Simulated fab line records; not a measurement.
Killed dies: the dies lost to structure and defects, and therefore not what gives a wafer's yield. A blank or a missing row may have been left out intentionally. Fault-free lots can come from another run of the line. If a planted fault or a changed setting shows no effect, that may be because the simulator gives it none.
2 desks looking at one fault :: flow gf180mcu :: what lay behind the numbers comes last; until then each desk has only its own

== AT THE TOOL OWNER'S DESK: cmp-01 ==
The tool's own readings at GF_CONTACT_CMP_04 (polishes SiO2): means of the sampled wafers that have a number, for each lot that ran on this tool. A lot is out of limits, marked OUT, if its mean lies more than 4 standard deviations from the usual mean; the brackets give that distance.
Columns: A = motor-current-A at GF_CONTACT_CMP_04, usual 13.2 A; B = slurry-filter-dp-kPa at GF_CONTACT_CMP_04, usual 13.48 kPa; C = time-to-endpoint-s at GF_CONTACT_CMP_04, usual 112 s
lot: L417
first seen here: day 15 14:50
A: 13.4
B: 13.46
C: 110

lot: L420
first seen here: day 16 15:15
A: 13.2
B: 13.53
C: 111

lot: L423
first seen here: day 18 00:17
A: 13.1
B: 13.34
C: 114

lot: L429
first seen here: day 19 20:55
A: 13.6
B: 13.51
C: 116

lot: L437
first seen here: day 22 20:14
A: 12.1
B: 13.47
C: 117

lot: L439
first seen here: day 23 04:31
A: 12.8
B: 13.46
C: 112
This desk found nothing out of limits on any of the 6 lots.

== FROM THE METROLOGY DESK ==
Means of the sampled wafers that have a number, per lot and without regard to the tool the lot ran on: this is what the gauges read. A lot is out of limits, marked OUT, if its mean lies more than 4 standard deviations from the usual mean; the brackets give that distance.
Columns: A = cd-nm at GF_TOP_METAL_CD_MEAS_14, usual 439.5 nm; B = PASSIVATION_BOW at GF_PASSIVATION_BOW_MEAS_14, usual 138 um
lot: L417
first seen here: day 28 13:06
A: 438.0
B: 134

lot: L418
first seen here: day 28 13:23
A: 437.6
B: 128

lot: L419
first seen here: day 28 20:20
A: 440.1
B: 134

lot: L420
first seen here: day 29 09:01
A: 436.7
B: 134

lot: L421
first seen here: day 29 13:55
A: 441.1
B: 145

lot: L422
first seen here: day 30 03:52
A: 439.5
B: 140

lot: L423
first seen here: day 30 10:34
A: 440.1
B: 147

lot: L425
first seen here: day 30 20:22
A: 442.6
B: 138

lot: L429
first seen here: day 31 21:44
A: 442.0
B: 150

lot: L435
first seen here: day 33 15:16
A: 438.0
B: 119

lot: L437
first seen here: day 33 21:57
A: 436.1
B: 130

lot: L438
first seen here: day 34 01:48
A: 439.4
B: 131

lot: L439
first seen here: day 34 02:58
A: 440.5
B: 126
This desk found nothing out of limits on any of the 13 lots.

== ALL TOGETHER ==
The tool owner's desk saw nothing out of limits.
Metrology desk: nothing out of limits seen.

== WHAT HAD BEEN PUT IN BY THE SIMULATOR ==
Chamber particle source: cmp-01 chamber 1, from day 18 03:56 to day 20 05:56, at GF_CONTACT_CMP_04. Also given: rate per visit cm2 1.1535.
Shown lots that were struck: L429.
